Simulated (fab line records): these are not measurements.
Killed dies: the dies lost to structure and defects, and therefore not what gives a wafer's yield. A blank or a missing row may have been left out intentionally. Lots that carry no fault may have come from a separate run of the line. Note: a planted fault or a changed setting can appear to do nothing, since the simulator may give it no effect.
Chamber matching :: flow sky130 :: SKY_CONTACT_CMP_27 on cmp-02: 4 sister chambers
The step polishes, stops on SiO2, t overpolish 15 s, target thk 0 nm. 4 wafers are shown with their chamber, then 8 later ones without.

WAFERS WITH THEIR CHAMBER
wafer: L908.4
chamber: 3
motor_current_A (A): 10.0

wafer: L909.1
chamber: 2
motor_current_A (A): 13.1

wafer: L910.4
chamber: 0
motor_current_A (A): 10.1

wafer: L914.1
chamber: 1
motor_current_A (A): 11.4

WAFERS WITH NO CHAMBER GIVEN
wafer: L914.2
motor_current_A (A): 9.5

wafer: L914.5
motor_current_A (A): 13.0

wafer: L916.1
motor_current_A (A): 10.0

wafer: L916.2
motor_current_A (A): 13.5

wafer: L916.4
motor_current_A (A): 10.9

wafer: L917.4
motor_current_A (A): 9.4

wafer: L917.5
motor_current_A (A): 11.3

wafer: L917.6
motor_current_A (A): 13.6

CHAMBER TAKEN BY EACH
wafer: L914.2
from the rows above: can't be placed: 3 or 0
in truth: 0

wafer: L914.5
from the rows above: 2
in truth: 2

wafer: L916.1
from the rows above: can't be placed: 3 or 0
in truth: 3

wafer: L916.2
from the rows above: 2
in truth: 2

wafer: L916.4
from the rows above: can't be placed: 1 or 0 or 3
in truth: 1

wafer: L917.4
from the rows above: can't be placed: 3 or 0
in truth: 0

wafer: L917.5
from the rows above: 1
in truth: 1

wafer: L917.6
from the rows above: 2
in truth: 2
Correctly placed: 4 of 8. These rows do not allow placing 4 (true chamber among the candidates in 4). Placed wrongly: 0.
How it was worked out, from the rows above alone: a wafer's distance from a chamber is the root of the sum, over the readings, of the square of ((its reading less the chamber's mean) divided by the reading's scatter). The wafer belongs to the nearest chamber; if the next one is less than 2 further off, it can't be placed. For every chamber, the mean is computed from those of its wafers that are shown. The scatter: root of mean squared gap, hidden wafer to nearest shown wafer, with one shown wafer a chamber.
